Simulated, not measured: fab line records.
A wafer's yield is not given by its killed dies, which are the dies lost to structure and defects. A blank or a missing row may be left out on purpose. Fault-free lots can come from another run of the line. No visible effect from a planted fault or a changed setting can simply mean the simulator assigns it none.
2 desks looking at one fault ; flow sky130 ; only its own numbers are on each desk; what lay behind them is given at the end

== FOR THE TOOL OWNER'S DESK: cmp-02 ==
The tool's own readings at SKY_VIA2_CMP_02 (polishes SiO2): means of the sampled wafers that have a number, for each lot that ran on this tool. A lot is out of limits, marked OUT, if its mean lies more than 4 standard deviations from the usual mean; the brackets give that distance.
Columns: A = head-pressure-psi at SKY_VIA2_CMP_02, usual 4.001 psi; B = motor-current-A at SKY_VIA2_CMP_02, usual 12.5 A
lot;first seen here;A;B
L404;day 35 13:20;4.006;12.1
L406;day 36 11:07;4.007;10.7
L409;day 37 10:28;4.014;12.3
L412;day 38 05:17;4.001;11.4
L413;day 38 11:02;4.003;11.8
L415;day 39 01:31;4.006;11.0
L425;day 42 01:27;4.011;12.5
L426;day 42 08:26;4.004;13.1
This desk found nothing out of limits on any of the 8 lots.

== METROLOGY DESK ==
What the gauges read, lot by lot, whatever tool the lot ran on: means of the sampled wafers that have a number. A lot is out of limits, marked OUT, if its mean lies more than 4 standard deviations from the usual mean; the brackets give that distance.
Columns: A = RES_XHIGH_RS at SKY_SD_N_RS_MEAS_18, usual 333.2 ohm/sq; B = LI_CONTACT_BOW at SKY_LI_CONTACT_BOW_MEAS_03, usual 56 um
lot;first seen here;A;B
L403;day 28 03:38;332.4;56
L404;day 28 08:15;333.6;52
L407;day 29 04:39;334.6;57
L406;day 29 05:14;333.4;52
L409;day 30 05:44;332.0;63
L410;day 30 16:47;332.3;55
L412;day 31 05:54;331.3;58
L413;day 31 11:30;332.3;63
L415;day 32 02:05;333.7;54
L420;day 34 05:06;333.1;52
L423;day 34 12:17;334.2;57
L424;day 34 22:44;333.2;48
L425;day 35 04:15;332.9;56
L426;day 35 15:03;334.5;67
This desk found nothing out of limits on any of the 14 lots.

== PUT TOGETHER ==
The desk of the tool owner found nothing out of limits.
Metrology desk: nothing out of limits seen.

== WHAT THE SIMULATOR PUT IN ==
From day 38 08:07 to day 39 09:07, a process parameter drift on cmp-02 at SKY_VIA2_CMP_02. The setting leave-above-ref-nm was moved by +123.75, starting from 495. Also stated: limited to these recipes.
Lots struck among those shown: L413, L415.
